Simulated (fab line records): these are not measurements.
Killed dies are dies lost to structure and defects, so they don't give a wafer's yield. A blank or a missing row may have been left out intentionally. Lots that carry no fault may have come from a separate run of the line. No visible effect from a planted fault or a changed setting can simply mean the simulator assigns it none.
fab line records	flow sfq_line
[record] lots = 14	wafers = 42	last_day = 81
route steps=325 shown I4@163 M5@207 R5@224
lots with no fault: from the same line, run without faults
start_h: hours from the record's first day to the start of the lot's first wafer shown	wait_h: how many hours have passed since the lot's step before this one	" the same as in the row above	L1.1+2: several wafers, shown together as one row	- no value, or no start was given	* or withheld: withheld	< > ~ a bound
route shown NAME@n: a module of which the file shows steps, and the number in the route of the first	usual: mean/standard deviation of fault-free wafers	same: alike in all rows	chamber/n: place in a boat	sites: each site's reading	_std_site: the standard deviation of these	_edge_site: inner sites' mean taken away from outer sites' mean	radius_mm: how far each site lies from the wafer's centre	mask NAME#n: copy n	behind: tool/chamber where the wafer was last shaped	hold: reason for holding the lot/hours on hold/outcome of the hold	device: whichever transistor did not switch (one of n, p or np)	end of line: the route-end tests of the same wafers	for a step that has no rows: nothing shown but its recipe	killed: not the wafer's yield, but the dies lost to structure and defects at the first sort	map: per-die view of a wafer (x killed, . not killed, _ where there is no die)
set.NAME: the run value of the setting; set.NAME@STEP: its run value at that earlier step	model.NAME: the simulator's own value behind a step, which no gauge read
a sample of lots followed through the steps of the route, with each step as a table and each wafer as a row
services: when a tool's chamber went out of use (start_h, in hours from the record's first day, below 0 if earlier), for how many hours, and the reason
[[steps]]
[step SFQ_TRILAYER_I4_DEP_PECVD_099]
[recipe] material = SiO2	temp_c = 150	time_s = 111.11	pressure_torr = 2.4	rf_w = 183.3	precursor = SiH4/N2O	target_thk_nm = 500
[usual] heater_power_w = 88/18	throttle_valve_pct = 24.8/1.5
lot.wafer	tool	chamber	start_h	wait_h	heater_power_w	throttle_valve_pct
L310.1	pecvd-01	0	943.67	0.0	60	26.7
L310.2	"	1	"	"	66	27.4
L310.3	"	2	"	"	107	26.3
L311.2	pecvd-02	1	944.87	0.0	76	24.2
L311.4	"	0	"	"	116	24.3
L311.6	"	2	"	"	89	23.6
L312.3	pecvd-01	1	978.92	0.0	69	27.3
L312.4	"	0	"	"	67	26.8
L312.6	"	1	"	"	56	27.3
L313.1	pecvd-02	0	990.96	0.0	109	24.5
L313.2	"	2	"	"	88	23.7
L313.6	"	0	"	"	110	24.5
L314.4	pecvd-01	1	993.26	0.0	69	27.1
L314.5	"	0	"	"	62	26.6
L314.6	"	2	"	"	104	26.3
L315.3	pecvd-04	1	995.87	0.0	85	23.8
L315.4	"	2	"	"	106	22.4
L315.6	"	2	"	"	109	22.6
L316.2	pecvd-02	0	999.22	0.0	101	24.4
L316.3	"	0	"	"	107	24.4
L316.6	"	2	"	"	79	23.4
L317.2	pecvd-01	0	1004.02	0.0	61	26.5
L317.3	"	1	"	"	62	27.3
L317.4	"	0	"	"	64	26.7
L318.4	pecvd-04	1	1005.27	0.0	72	23.9
L318.5	"	2	"	"	93	22.4
L318.6	"	1	"	"	77	23.6
L319.1	pecvd-01	2	1006.42	0.0	103	26.1
L319.3	"	0	"	"	62	26.3
L319.6	"	0	"	"	65	26.4
L320.2	pecvd-04	1	1007.62	0.0	82	23.6
L320.5	"	2	"	"	111	22.5
L320.6	"	1	"	"	85	24.0
L322.3	pecvd-01	0	1214.59	0.0	66	26.7
L322.4	"	1	"	"	69	27.0
L322.5	"	0	"	"	70	26.5
L327.1	pecvd-02	2	1298.64	0.0	87	24.7
L327.2	"	0	"	"	111	25.3
L327.3	"	1	"	"	78	25.8
L328.1	pecvd-02	0	1321.02	0.0	108	25.8
L328.5	"	1	"	"	85	25.9
L328.6	"	0	"	"	112	25.6
[step SFQ_I4_OVL_MEAS_928]
[usual] I4_OVL = -2/8
lot.wafer	tool	chamber	start_h	wait_h	I4_OVL[nm]
L310.1	overlay-02	-	1118.17	0.1	9
L310.2	"	-	"	"	-4
L310.3	"	-	"	"	7
L311.2	overlay-02	-	1121.77	0.1	-18
L311.4	"	-	"	"	-11
L311.6	"	-	"	"	-9
L312.3	overlay-02	-	1136.18	0.1	8
L312.4	"	-	"	"	-5
L312.6	"	-	"	"	-4
L313.1	overlay-02	-	1142.17	0.1	-12
L313.2	"	-	"	"	-11
L313.6	"	-	"	"	-11
L314.4	overlay-02	-	1145.78	0.1	0
L314.5	"	-	"	"	7
L314.6	"	-	"	"	-9
L315.3	overlay-02	-	1148.18	0.1	-3
L315.4	"	-	"	"	7
L315.6	"	-	"	"	8
L316.2	overlay-02	-	1150.57	0.1	-13
L316.3	"	-	"	"	-14
L316.6	"	-	"	"	-11
L317.2	overlay-02	-	1151.77	0.1	1
L317.3	"	-	"	"	-16
L317.4	"	-	"	"	0
L318.4	overlay-02	-	1155.38	0.1	-18
L318.5	"	-	"	"	2
L318.6	"	-	"	"	-10
L319.1	overlay-02	-	1158.97	0.1	-12
L319.3	"	-	"	"	-18
L319.6	"	-	"	"	-21
L320.2	overlay-01	-	1160.80	0.1	0
L320.5	"	-	"	"	-9
L320.6	"	-	"	"	-3
L322.3	overlay-02	-	1221.61	0.1	-2
L322.4	"	-	"	"	-5
L322.5	"	-	"	"	-4
L327.1	overlay-01	-	1309.64	0.1	-4
L327.2	"	-	"	"	-9
L327.3	"	-	"	"	-11
L328.1	overlay-02	-	1337.24	0.1	-8
L328.5	"	-	"	"	-4
L328.6	"	-	"	"	-7
[step SFQ_TRILAYER_M5_STRIP_STRIP_127]
[recipe] gas = O2	power_w = 200	platen_temp_c = 40	overash_fraction = 0.65	chemistry = O2	pressure_mtorr = 50
[usual] drypump_motor_current_A = 5.5/0.48	oes_product_au = 0.999/0.0085	platen_temp_c = 40.02/0.12
lot.wafer	tool	chamber	start_h	wait_h	drypump_motor_current_A	oes_product_au	platen_temp_c	rf_hours_counter_h
L310.1	rie_metal-01	1	1383.26	0.1	5.5	0.989	39.98	2
L310.2	"	0	"	"	6.1	0.998	39.99	55
L310.3	"	1	"	"	5.5	0.977	39.95	-
L311.2	rie_metal-04	1	1384.46	0.1	5.0	1.002	39.81	128
L311.4	"	1	"	"	5.0	1.008	39.86	-
L311.6	"	1	"	"	5.0	0.998	39.83	-
L312.3	rie_metal-03	0	1395.46	0.3	6.0	1.011	40.11	-
L312.4	"	1	"	"	5.0	0.997	40.12	-
L312.6	"	0	"	"	6.1	0.998	40.02	-
L313.1	rie_metal-04	1	1398.86	0.1	5.0	1.002	40.11	131
L313.2	"	0	"	"	5.3	1.001	39.99	61
L313.6	"	1	"	"	5.0	0.994	40.19	-
L314.4	rie_metal-01	1	1402.66	0.3	5.5	0.982	40.06	-
L314.5	"	0	"	"	6.1	0.985	40.18	-
L314.6	"	1	"	"	5.5	0.979	40.07	-
L315.3	rie_metal-04	1	1403.86	0.3	5.0	1.004	40.08	-
L315.4	"	0	"	"	5.3	1.013	40.21	-
L315.6	"	0	"	"	5.3	1.009	40.13	-
L316.2	rie_metal-01	1	1404.86	0.1	5.5	0.992	40.24	6
L316.3	"	0	"	"	6.1	0.995	40.13	-
L316.6	"	0	"	"	6.1	0.997	39.87	-
L317.2	rie_metal-01	0	1407.26	0.1	6.1	1.006	40.34	59
L317.3	"	0	"	"	6.1	0.995	40.17	-
L317.4	"	1	"	"	5.5	0.990	39.86	-
L318.4	rie_metal-03	1	1409.86	0.3	5.0	1.005	40.11	-
L318.5	"	1	"	"	4.9	0.994	40.28	-
L318.6	"	0	"	"	6.0	0.996	39.84	-
L319.1	rie_metal-03	1	1412.06	0.1	4.9	1.003	40.21	39
L319.3	"	1	"	"	5.0	0.998	40.10	-
L319.6	"	0	"	"	6.0	0.988	39.95	-
L320.2	rie_metal-03	0	1416.86	0.1	6.1	0.994	40.07	16
L320.5	"	0	"	"	6.1	0.998	39.89	-
L320.6	"	1	"	"	4.9	1.007	40.08	-
L322.3	rie_metal-03	1	1465.21	0.4	5.0	1.006	40.09	-
L322.4	"	0	"	"	6.0	1.010	40.21	-
L322.5	"	0	"	"	6.0	1.002	40.02	-
L327.1	rie_metal-03	1	1523.66	0.1	4.9	1.000	40.88	55
L327.2	"	0	"	"	6.1	1.009	40.85	31
L327.3	"	0	"	"	6.1	1.002	40.72	-
L328.1	rie_metal-03	1	1538.06	0.1	4.9	1.003	40.71	57
L328.5	"	1	"	"	4.9	0.996	40.86	-
L328.6	"	0	"	"	6.0	1.007	40.72	-
[step SFQ_TRILAYER_R5_BARC_OPEN_METAL_ETCH_177]
[recipe] mask_material = PR	chemistry = O2	target_depth_nm = 125	target = BARC	icp_w = 600	bias_w = 80	pressure_mtorr = 10	time_s = 41.7
[usual] drypump_motor_current_A = 5.5/0.56	oes_product_au = 0.685/0.0046
lot.wafer	tool	chamber	start_h	wait_h	drypump_motor_current_A	oes_product_au	rf_hours_counter_h
L310.1	rie_metal-03	0	1401.88	0.0	6.1	0.684	13
L310.2	"	1	"	"	4.9	0.683	37
L310.3	"	1	"	"	4.9	0.688	-
L311.2	rie_metal-03	1	1404.28	0.0	4.9	0.683	37
L311.4	"	1	"	"	4.9	0.687	-
L311.6	"	0	"	"	6.1	0.687	-
L312.3	rie_metal-04	1	1425.37	0.0	5.0	0.686	-
L312.4	"	0	"	"	5.3	0.682	-
L312.6	"	1	"	"	5.0	0.684	-
L313.1	rie_metal-04	0	1430.15	0.0	5.2	0.680	66
L313.2	"	1	"	"	5.0	0.690	136
L313.6	"	1	"	"	5.0	0.688	-
L314.4	rie_metal-04	1	1432.57	0.0	5.0	0.687	-
L314.5	"	0	"	"	5.3	0.681	-
L314.6	"	1	"	"	5.0	0.688	-
L315.3	rie_metal-02	0	1433.79	0.1	6.4	0.675	-
L315.4	"	0	"	"	6.4	0.682	-
L315.6	"	0	"	"	6.5	0.678	-
L316.2	rie_metal-04	0	1436.15	0.0	5.3	0.679	66
L316.3	"	1	"	"	5.0	0.674	-
L316.6	"	1	"	"	5.0	0.686	-
L317.2	rie_metal-03	0	1443.35	0.0	6.0	0.684	20
L317.3	"	0	"	"	6.0	0.669	-
L317.4	"	1	"	"	4.9	0.692	-
L318.4	rie_metal-04	0	1444.61	0.1	5.2	0.690	-
L318.5	"	0	"	"	5.3	0.678	-
L318.6	"	0	"	"	5.3	0.681	-
L319.1	rie_metal-02	0	1446.95	0.0	6.5	0.685	59
L319.3	"	0	"	"	6.5	0.684	-
L319.6	"	0	"	"	6.4	0.684	-
L320.2	rie_metal-02	0	1451.22	0.0	6.4	0.684	-
L320.5	"	0	"	"	6.5	0.683	-
L320.6	"	0	"	"	6.4	0.683	-
L322.3	rie_metal-03	1	1611.81	0.0	4.9	0.684	-
L322.4	"	0	"	"	6.1	0.689	-
L322.5	"	0	"	"	6.1	0.677	-
L327.1	rie_metal-02	0	1623.79	0.0	6.4	0.687	81
L327.2	"	1	"	"	5.6	0.692	29
L327.3	"	1	"	"	5.6	0.686	-
L328.1	rie_metal-04	1	1624.99	0.0	5.0	0.686	15
L328.5	"	0	"	"	5.2	0.679	-
L328.6	"	1	"	"	5.0	0.682	-
[[services]]
tool	chamber	start_h	hours	kind
rie_metal-04	1	931.34	13.9	repair
pecvd-02	-	932.02	2.8	pm
pecvd-02	1	996.00	8.3	repair
pecvd-02	1	1007.93	5.6	repair
rie_metal-04	0	1010.97	14.9	repair
rie_metal-04	-	1031.18	2.8	pm
pecvd-01	-	1037.86	0.8	pm
pecvd-01	-	1157.99	0.6	repair
pecvd-01	1	1160.03	5.6	repair
pecvd-01	-	1172.62	5.2	repair
rie_metal-03	-	1216.44	2.8	pm
pecvd-02	2	1221.41	8.4	repair
pecvd-01	1	1233.94	186.0	repair
pecvd-02	-	1263.52	1.7	repair
rie_metal-03	0	1267.37	15.5	repair
pecvd-01	-	1286.24	0.6	repair
pecvd-01	-	1316.75	14.0	pm
pecvd-01	-	1318.45	0.3	repair
rie_metal-04	0	1340.96	3.7	repair
pecvd-01	-	1393.75	3.1	repair
pecvd-02	-	1416.80	14.6	pm
rie_metal-04	0	1467.35	1.2	repair
rie_metal-04	1	1516.00	26.5	repair
pecvd-01	-	1583.55	6.9	repair
[[key]]
[first_sign] step = SFQ_TRILAYER_M5_STRIP_STRIP_127	reading = platen_temp_c	direction = up	sigmas = 6.6	usual = *	struck = *
effect none on later readings
met_at SFQ_TRILAYER_M5_STRIP_STRIP_127
struck_lots L327,L328
not_acting_at SFQ_TRILAYER_I4_DEP_PECVD_099,SFQ_I4_OVL_MEAS_928,SFQ_TRILAYER_R5_BARC_OPEN_METAL_ETCH_177
onset_between 1465.21 1523.66
[fault] kind = process_parameter_drift	tool = rie_metal-03	chamber = -	onset_h = 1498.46	steps = SFQ_TRILAYER_M5_STRIP_STRIP_127	channel = platen_temp_c	offset = *	shape = step	end_h = 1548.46	acts_in = *	stated = *
